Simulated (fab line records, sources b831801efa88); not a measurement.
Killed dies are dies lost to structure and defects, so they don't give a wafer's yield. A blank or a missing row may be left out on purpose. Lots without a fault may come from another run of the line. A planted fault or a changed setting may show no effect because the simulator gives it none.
fab line records | flow sky130
record lots=6 wafers=18 last_day=50
route steps=708 shown VIA2@523 METAL3@532 PAD_OPEN@708
lots that met no fault: from a run of the same line without faults
start_h: hours from the record's first day to the start of the lot's first wafer shown | wait_h: hours since the lot's step before | " the same as in the row above | L1.1+2: a row that stands for several wafers | - no value, or no start given | * or withheld: withheld | < > ~ a bound
route shown NAME@n: a module of which the file shows steps, and the number in the route of the first | usual: mean/standard deviation of fault-free wafers | same: alike in all rows | chamber/n: place in a boat | sites: the reading at each site | _std_site: their standard deviation | _edge_site: outer sites' mean less inner sites' | radius_mm: how far each site lies from the wafer's centre | mask NAME#n: copy n | behind: the tool/chamber that last shaped the wafer | hold: why the lot was held/for how many hours/how that ended | device: the transistor (n, p or np) that didn't switch | end of line: the same wafers' tests at the end of the route | a step without rows: its recipe alone | killed: dies lost to structure and defects at the first sort, not the wafer's yield | map: a wafer's dies, x killed, . not, _ none there
set.NAME: the setting as run; set.NAME@STEP: as run at that earlier step | model.NAME: the simulator's own value behind a step, which no gauge read
lots at some steps of the route; a table a step, a row a wafer
services: from which hour (start_h, from the record's first day; less than 0 if before it) a tool's chamber was out of use, for how many hours, and why
## steps
# step SKY_VIA2_STRIP_16
# recipe chemistry=O2/N2 power_w=1400 pressure_mtorr=1500 platen_temp_c=withheld o2_flow_sccm=3000 n2_flow_sccm=300 overash_fraction=0.5
# step SKY_VIA2_STRIP_17
# recipe chemistry=post_etch_residue_remover time_s=1200 temp_c=72.5
# step SKY_VIA2_CLEAN_18
# recipe chemistry=IPA time_s=180 temp_c=25
# step SKY_VIA2_CLEAN_19
# recipe chemistry=O3/DIW dry=n2_spin
# step SKY_VIA2_SPUTTER_20
# recipe material=TiN target_thk_nm=20 chamber_pressure_pa=5 power_w=4000 time_s=80
# usual throttle_valve_pct=30.2/0.87
# columns lot.wafer tool chamber start_h wait_h throttle_valve_pct
L205.2 pvd_sputter-03 - 882.62 0.0 28.5
L205.3 " - " " 30.8
L205.5 " - " " 28.5
L210.1 pvd_sputter-04 - 925.18 0.0 31.2
L210.2 " - " " 29.6
L210.4 " - " " 31.4
L221.1 pvd_sputter-01 - 986.48 0.0 30.7
L221.2 " - " " 30.0
L221.4 " - " " 30.3
L222.3 pvd_sputter-03 - 990.26 0.0 30.6
L222.5 " - " " 28.6
L222.6 " - " " 30.7
L224.1 pvd_sputter-04 - 1000.63 0.0 31.5
L224.4 " - " " 31.2
L224.6 " - " " 31.3
L226.2 pvd_sputter-03 - 1009.30 0.0 28.5
L226.3 " - " " 28.6
L226.6 " - " " 30.2
# step SKY_VIA2_CVD_21
# recipe material=W target_thk_nm=420 time_s=126.4 temp_c=400 pressure_torr=40
# usual heater_power_outer_w=515/28 heater_power_w=825/57
# columns lot.wafer tool chamber start_h wait_h heater_power_outer_w heater_power_w
L205.2 cvd_w-01 0 882.68 0.0 536 855
L205.3 " 0 " " 533 826
L205.5 " 0 " " 528 825
L210.1 cvd_w-02 0 925.24 0.0 555 927
L210.2 " 1 " " 478 775
L210.4 " 1 " " 480 777
L221.1 cvd_w-01 1 986.54 0.0 494 796
L221.2 " 0 " " 533 826
L221.4 " 1 " " 479 779
L222.3 cvd_w-02 1 990.37 0.1 487 776
L222.5 " 0 " " 556 912
L222.6 " 1 " " 489 763
L224.1 cvd_w-01 1 1000.70 0.0 494 809
L224.4 " 1 " " 492 793
L224.6 " 0 " " 531 853
L226.2 cvd_w-02 1 1009.36 0.0 492 762
L226.3 " 1 " " 500 760
L226.6 " 1 " " 484 771
# step SKY_VIA2_RS_MEAS_22
# recipe thk_meas_gauge=four-point-probe reads=W_of_VIA2_CVD_21+TiN_of_VIA2_SPUTTER_20
# usual VIA2_W_RS=0.275/0.0041
# columns lot.wafer tool chamber start_h wait_h VIA2_W_RS[ohm/sq]
L205.2 film_metro-01 - 882.83 0.1 0.279
L205.3 " - " " 0.281
L205.5 " - " " 0.280
L210.1 film_metro-01 - 925.38 0.1 0.275
L210.2 " - " " 0.271
L210.4 " - " " 0.268
L221.1 film_metro-01 - 986.67 0.1 0.271
L221.2 " - " " 0.284
L221.4 " - " " 0.274
L222.3 film_metro-03 - 990.49 0.1 0.274
L222.5 " - " " 0.275
L222.6 " - " " 0.274
L224.1 film_metro-03 - 1000.83 0.1 0.269
L224.4 " - " " 0.269
L224.6 " - " " 0.276
L226.2 film_metro-02 - 1009.51 0.1 0.275
L226.3 " - " " 0.275
L226.6 " - " " 0.272
# step SKY_VIA2_THK_MEAS_23
# recipe thk_meas_gauge=xrf reads=W_of_VIA2_CVD_21
# usual VIA2_W_THK=406/9.1
# columns lot.wafer tool chamber start_h wait_h VIA2_W_THK[nm]
L205.2 film_metro-01 - 882.94 0.1 400
L205.3 " - " " 399
L205.5 " - " " 400
L210.1 film_metro-01 - 925.50 0.1 406
L210.2 " - " " 410
L210.4 " - " " 412
L221.1 film_metro-01 - 986.79 0.1 409
L221.2 " - " " 393
L221.4 " - " " 410
L222.3 film_metro-03 - 990.59 0.1 412
L222.5 " - " " 412
L222.6 " - " " 413
L224.1 film_metro-03 - 1000.95 0.1 419
L224.4 " - " " 422
L224.6 " - " " 411
L226.2 film_metro-02 - 1009.62 0.1 403
L226.3 " - " " 401
L226.6 " - " " 408
# step SKY_VIA2_CMP_24
# recipe stop_on=SiO2 t_overpolish_s=20 down_force_psi=3.5 platen_rpm=60 target_thk_nm=0 pad_velocity_m_s=0.94248
# usual motor_current_A=11.0/0.89 overpolish_run_s=20.000/0.0092 time_to_endpoint_s=98/5.3
# same t_overpolish_s=20
# columns lot.wafer tool chamber start_h wait_h motor_current_A overpolish_run_s time_to_endpoint_s
L205.2 cmp-02 2 883.09 0.1 11.7 19.996 93
L205.3 " 3 " " 11.2 19.990 92
L205.5 " 1 " " 10.6 19.998 100
L210.2 cmp-01 1 925.56 0.0 12.2 19.998 98
L210.4 " 3 " " 12.4 19.998 105
L210.1 " 0 " " 10.2 19.998 104
L221.1 cmp-01 0 986.85 0.1 10.1 19.994 102
L221.2 " 1 " " 11.3 19.995 93
L221.4 " 2 " " 10.3 20.002 99
L222.3 cmp-01 3 990.96 0.4 12.0 19.995 101
L222.6 " 3 " " 12.3 19.987 100
L222.5 " 0 " " 10.5 20.012 99
L224.1 cmp-01 0 1001.06 0.1 10.3 20.005 106
L224.4 " 2 " " 9.5 20.012 111
L224.6 " 0 " " 10.5 19.992 103
L226.3 cmp-02 2 1009.72 0.1 11.7 20.000 93
L226.2 " 3 " " 11.2 19.988 93
L226.6 " 1 " " 10.7 19.993 107
# step SKY_METAL3_SPUTTER_00
# recipe material=Ti target_thk_nm=15 power_w=3000 time_s=10 chamber_pressure_pa=0.4
# usual throttle_valve_pct=29.7/0.98
# columns lot.wafer tool chamber start_h wait_h throttle_valve_pct
L205.2 pvd_sputter-01 - 883.29 0.1 30.7
L205.3 " - " " 30.7
L205.5 " - " " 30.2
L210.1 pvd_sputter-03 - 925.86 0.1 31.0
L210.2 " - " " 30.1
L210.4 " - " " 28.5
L221.1 pvd_sputter-03 - 987.15 0.2 30.7
L221.2 " - " " 28.8
L221.4 " - " " 30.2
L222.3 pvd_sputter-03 - 991.26 0.2 30.5
L222.5 " - " " 28.4
L222.6 " - " " 28.6
L224.1 pvd_sputter-02 - 1001.31 0.2 30.3
L224.4 " - " " 29.6
L224.6 " - " " 30.2
L226.2 pvd_sputter-02 - 1009.97 0.1 28.0
L226.3 " - " " 30.7
L226.6 " - " " 27.9
# step SKY_METAL3_SPUTTER_01
# recipe material=TiN target_thk_nm=20 power_w=6500 time_s=16.7 chamber_pressure_pa=0.4
# step SKY_METAL3_SPUTTER_02
# recipe material=AlCu target_thk_nm=735 power_w=10920 time_s=39.1 chamber_pressure_pa=0.4
# usual throttle_valve_pct=29.7/0.98
# columns lot.wafer tool chamber start_h wait_h throttle_valve_pct
L205.2 pvd_sputter-01 - 883.34 0.0 30.9
L205.3 " - " " 30.3
L205.5 " - " " 29.9
L210.1 pvd_sputter-03 - 925.90 0.0 30.8
L210.2 " - " " 30.0
L210.4 " - " " 28.5
L221.1 pvd_sputter-03 - 987.20 0.0 30.7
L221.2 " - " " 28.3
L221.4 " - " " 30.1
L222.3 pvd_sputter-03 - 991.31 0.0 30.7
L222.5 " - " " 28.4
L222.6 " - " " 28.6
L224.1 pvd_sputter-02 - 1001.35 0.0 30.4
L224.4 " - " " 29.6
L224.6 " - " " 30.1
L226.2 pvd_sputter-02 - 1010.02 0.0 28.0
L226.3 " - " " 30.5
L226.6 " - " " 28.1
# step SKY_METAL3_SPUTTER_03
# recipe material=Ti target_thk_nm=5 power_w=3000 time_s=3.3 chamber_pressure_pa=0.4
# usual throttle_valve_pct=29.7/0.98
# columns lot.wafer tool chamber start_h wait_h throttle_valve_pct model.Ti_of_METAL3_SPUTTER_03.thk_nm
L205.2 pvd_sputter-01 - 883.38 0.0 30.7 5.113
L205.3 " - " " 30.5 5.146
L205.5 " - " " 30.0 5.157
L210.1 pvd_sputter-03 - 925.94 0.0 30.7 4.87
L210.2 " - " " 30.2 4.98
L210.4 " - " " 28.5 4.965
L221.1 pvd_sputter-03 - 987.23 0.0 30.8 5.041
L221.2 " - " " 28.6 5.466
L221.4 " - " " 30.1 5.06
L222.3 pvd_sputter-03 - 991.35 0.0 30.7 4.88
L222.5 " - " " 28.7 5.333
L222.6 " - " " 28.7 5.055
L224.1 pvd_sputter-02 - 1001.39 0.0 30.8 4.979
L224.4 " - " " 29.9 5.077
L224.6 " - " " 30.0 4.92
L226.2 pvd_sputter-02 - 1010.06 0.0 28.2 4.884
L226.3 " - " " 30.6 4.79
L226.6 " - " " 27.8 4.751
# step SKY_METAL3_SPUTTER_04
# recipe material=TiN target_thk_nm=70 power_w=6500 time_s=58.3 chamber_pressure_pa=0.4
# step SKY_PAD_OPEN_PROBE_99
# usual defect_limited_yield=82.2/1.9 killed_at_M0_to_M3=44/6.8 killed_at_M4_up=3.1/1.8 killed_at_contacts=25/5.2 killed_at_front_end=15/4.1 killed_at_other=0.3/0.62 killed_dies=88/9.4 killed_on_rim=17/3.7 killed_open=48/7.1 killed_short=40/6.1 sort_bin_3_pad_short=0.9/0.38 sort_bin_5_function=10.5/1.5 sort_bin_6_memory=6.5/1.2 sort_bin_8_speed=0.5/0.95 sort_n_pass=402/10 sort_yield_pct=81.6/2
# same gross_dies=492 killed_at_back_side=0 sort_bin_4_leakage[%]=0
# columns lot.wafer tool chamber start_h wait_h defect_limited_yield[%] killed_at_M0_to_M3 killed_at_M4_up killed_at_contacts killed_at_front_end killed_at_other killed_dies killed_on_rim killed_open killed_short sort_bin_3_pad_short[%] sort_bin_5_function[%] sort_bin_6_memory[%] sort_bin_8_speed[%] sort_n_pass sort_yield_pct[%]
L205.2 prober-02 - 1103.23 0.1 82.3 45 3 23 16 0 87 20 50 37 1.4 9.8 6.5 0.6 402 81.7
L205.3 prober-02 - 1103.28 0.2 79.3 37 4 40 20 1 102 19 50 50 1.2 11.8 7.7 2.6 377 76.6
L205.5 prober-02 - 1103.38 0.2 79.7 48 1 33 16 2 100 23 61 38 1.0 12.0 7.3 1.0 387 78.7
L210.1 prober-02 - 1134.24 0.1 80.3 46 3 33 15 0 97 20 56 41 1.0 13.4 5.3 0.2 394 80.1
L210.2 prober-02 - 1134.29 0.1 82.1 43 1 33 11 0 88 12 51 37 0.8 10.6 6.5 0.4 402 81.7
L210.4 prober-02 - 1134.39 0.2 76.4 59 1 37 19 0 116 18 66 50 1.2 14.4 7.9 0 376 76.4
L221.1 prober-02 - 1183.33 0.1 81.9 52 3 19 14 1 89 10 38 51 0.4 10.8 6.9 0.4 401 81.5
L221.2 prober-02 - 1183.38 0.1 81.7 41 4 33 11 1 90 19 50 40 1.0 11.2 6.1 0.4 400 81.3
L221.4 prober-02 - 1183.48 0.2 83.9 43 3 20 13 0 79 17 44 35 0.6 10.8 4.7 0.2 412 83.7
L222.3 prober-02 - 1186.08 0.2 84.1 40 3 20 15 0 78 14 37 40 1.4 9.6 4.9 0.8 410 83.3
L222.5 prober-02 - 1186.18 0.2 83.5 36 6 17 22 0 81 18 38 43 0.8 10.4 5.3 1.0 406 82.5
L222.6 prober-02 - 1186.23 0.2 82.3 49 3 20 15 0 87 17 52 35 0.6 11.2 5.9 0.8 401 81.5
# killed by level:class
L205.2 VIA1:geometric_particle:open=13 CONTACT:geometric_particle:open=9 LOCAL_INTERCONNECT:geometric_particle:short=6 VIA2:geometric_particle:open=6 METAL1:geometric_particle:short=5 VIA3:geometric_particle:open=5 FIELD_ISO:geometric_particle:open=4 FIELD_ISO:geometric_particle:short=4
L205.3 CONTACT:geometric_particle:open=14 VIA1:geometric_particle:open=9 LI_CONTACT:geometric_particle:short=7 LI_CONTACT:geometric_particle:open=6 LOCAL_INTERCONNECT:geometric_particle:short=6 CONTACT:geometric_particle:short=6 METAL2:geometric_particle:short=6 VIA3:geometric_particle:open=6
L205.5 VIA1:geometric_particle:open=13 CONTACT:geometric_particle:open=12 LI_CONTACT:geometric_particle:open=8 CONTACT:geometric_particle:short=6 METAL1:geometric_particle:short=6 POLY_GATE:geometric_particle:open=5 VIA3:geometric_particle:open=5 FIELD_ISO:geometric_particle:open=4
L210.1 CONTACT:geometric_particle:open=13 VIA1:geometric_particle:open=11 VIA2:geometric_particle:open=10 LI_CONTACT:geometric_particle:open=8 METAL2:geometric_particle:short=6 POLY_GATE:geometric_particle:open=5 VIA3:geometric_particle:open=5 FIELD_ISO:geometric_particle:short=4
L210.2 CONTACT:geometric_particle:open=14 VIA2:geometric_particle:open=9 LOCAL_INTERCONNECT:geometric_particle:short=7 VIA1:geometric_particle:open=7 VIA3:geometric_particle:open=6 CONTACT:geometric_particle:short=6 METAL1:geometric_particle:short=5 LI_CONTACT:geometric_particle:open=5
L210.4 CONTACT:geometric_particle:open=18 VIA1:geometric_particle:open=12 LI_CONTACT:geometric_particle:open=9 VIA3:geometric_particle:open=9 POLY_GATE:geometric_particle:short=7 VIA3:geometric_particle:short=7 VIA2:geometric_particle:open=6 METAL1:geometric_particle:short=6
L221.1 VIA2:geometric_particle:short=10 VIA2:geometric_particle:open=10 METAL1:geometric_particle:short=7 VIA1:geometric_particle:open=7 VIA3:geometric_particle:open=6 LOCAL_INTERCONNECT:geometric_particle:short=5 CONTACT:geometric_particle:short=5 POLY_GATE:geometric_particle:short=4
L221.2 VIA1:geometric_particle:open=13 CONTACT:geometric_particle:open=8 LI_CONTACT:geometric_particle:open=8 VIA1:geometric_particle:short=7 LOCAL_INTERCONNECT:geometric_particle:short=6 VIA2:geometric_particle:open=6 CONTACT:geometric_particle:short=5 LI_CONTACT:geometric_particle:short=4
L221.4 VIA1:geometric_particle:open=11 LOCAL_INTERCONNECT:geometric_particle:short=7 LI_CONTACT:geometric_particle:open=6 METAL2:geometric_particle:short=6 VIA2:geometric_particle:open=6 VIA3:geometric_particle:open=5 CONTACT:geometric_particle:open=4 FIELD_ISO:geometric_particle:open=3
L222.3 VIA1:geometric_particle:open=9 LOCAL_INTERCONNECT:geometric_particle:short=6 METAL2:geometric_particle:short=5 SPACER:geometric_particle:short=5 CONTACT:geometric_particle:open=5 VIA1:geometric_particle:short=5 VIA3:geometric_particle:short=5 LI_CONTACT:geometric_particle:open=4
L222.5 FIELD_ISO:geometric_particle:open=9 VIA3:geometric_particle:open=9 CONTACT:geometric_particle:open=6 METAL1:geometric_particle:short=6 FIELD_ISO:geometric_particle:short=5 LOCAL_INTERCONNECT:geometric_particle:short=5 METAL4:geometric_particle:short=5 VIA1:geometric_particle:short=4
L222.6 VIA1:geometric_particle:open=12 VIA2:geometric_particle:open=9 METAL1:geometric_particle:short=8 CONTACT:geometric_particle:open=7 LI_CONTACT:geometric_particle:open=5 METAL2:geometric_particle:short=5 VIA3:geometric_particle:open=5 FIELD_ISO:geometric_particle:open=4
## services
# columns tool chamber start_h hours kind
cvd_w-01 - 868.38 0.6 repair
cvd_w-01 - 904.00 14.0 pm
cvd_w-01 0 904.00 14.0 vent_cycle
cvd_w-01 1 904.00 14.0 vent_cycle
pvd_sputter-04 - 905.24 3.5 repair
cmp-02 - 905.69 4.5 repair
cmp-02 - 912.99 1.0 repair
cmp-02 - 916.56 3.2 repair
cvd_w-01 0 918.00 - clean
cvd_w-01 1 918.00 - clean
cmp-01 - 918.87 0.9 repair
cmp-02 - 921.58 4.0 pm
cmp-02 - 925.58 - consumable_replace:conditioner
cmp-02 - 925.58 - consumable_replace:pad
pvd_sputter-02 3 938.92 - consumable_replace:kit
pvd_sputter-02 3 938.92 18.0 scheduled_down
pvd_sputter-02 3 938.92 18.0 vent_cycle
pvd_sputter-04 1 940.75 - consumable_replace:kit
pvd_sputter-04 1 940.75 18.0 scheduled_down
cmp-01 - 943.80 5.8 pm
cvd_w-02 - 951.56 0.9 repair
pvd_sputter-04 - 982.74 9.6 repair
cmp-02 - 988.56 3.0 repair
cmp-02 - 994.70 4.9 pm
## key
first_sign none at tools or gauges
model_effect step=SKY_METAL3_SPUTTER_03 value=Ti_of_METAL3_SPUTTER_03.thk_nm without=5.123 struck=5.399
met_at SKY_METAL3_SPUTTER_03
struck_wafers L221.2,L222.5
onset_between 925.94 987.23
fault kind=process_parameter_drift tool=pvd_sputter-03 chamber=- onset_h=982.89 steps=SKY_METAL3_SPUTTER_03 channel=time_s offset=* shape=step end_h=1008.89 acts_in=* stated=* scope=struck_wafers_only
